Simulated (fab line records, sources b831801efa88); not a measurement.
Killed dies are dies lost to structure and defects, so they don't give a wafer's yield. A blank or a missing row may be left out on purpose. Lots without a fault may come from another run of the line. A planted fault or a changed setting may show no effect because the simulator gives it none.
One fault seen from 2 desks | flow gf180mcu | each desk has only its own numbers; what lay behind them comes last

THE METROLOGY DESK
What the gauges read, lot by lot, whatever tool the lot ran on: means of the sampled wafers that have a number. A lot is out of limits, marked OUT, if its mean lies more than 4 standard deviations from the usual mean; the brackets give that distance.
Columns: A = DUAL_GATE_OVL at GF_DUAL_GATE_OVL_MEAS_11, usual 1.5 nm; B = HV_LDD_2_TW at GF_HV_LDD_TW_MEAS_23, usual 1053
lot  | first seen here | A    | B
L376 | day 8 11:54     | 1.2  | 1053
L378 | day 9 03:38     | 1.9  | 1057
L379 | day 9 05:40     | 1.1  | 1059
L380 | day 9 17:10     | 1.3  | 1064
L383 | day 10 15:58    | -0.7 | 1038
L384 | day 10 22:08    | 1.0  | 1068
L389 | day 12 09:34    | 1.8  | 1055
L392 | day 13 04:59    | 5.4  | 1051
L393 | day 13 15:08    | 1.3  | 1047
L395 | day 14 01:53    | 3.1  | 1052
L396 | day 14 09:49    | 2.4  | 1054
L397 | day 14 16:20    | 2.1  | 1072
This desk's finding: nothing out of limits on any of the 12 lots.

THE TOOL OWNER'S DESK: litho_track-04
The tool's own readings at GF_SAB_COAT_04 (resist thk 1000 nm): means of the sampled wafers that have a number, for each lot that ran on this tool. A lot is out of limits, marked OUT, if its mean lies more than 4 standard deviations from the usual mean; the brackets give that distance.
Columns: A = spin_speed_rpm at GF_SAB_COAT_04, usual 3000.0 rpm
lot  | first seen here | A
L379 | day 15 17:54    | 3001.6
L389 | day 19 19:12    | 2999.1
L392 | day 20 16:39    | 3276.7 (+99 or more) OUT
L393 | day 21 03:24    | 3277.7 (+99 or more) OUT
This desk's finding: out of limits on L392, L393; first on L392, day 20 16:39 (spin_speed_rpm at GF_SAB_COAT_04). In limits: L379, L389.

PUT TOGETHER
The tool owner's desk could have raised an alarm at day 20 16:39, on L392, L393.
The metrology desk saw nothing out of limits.
The metrology desk has L392, L393 on record, within its limits.
Of the lots named, all ran GF_SAB_COAT_04 on litho_track-04.

WHAT THE SIMULATOR HAD PUT IN
Process parameter drift: litho_track-04, from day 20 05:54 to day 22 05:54, at GF_SAB_COAT_04. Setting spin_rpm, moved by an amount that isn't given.
Lots struck among those shown: L392, L393.
Hours from the fault's start to each desk's first reading out of limits: the tool owner's desk, 11.
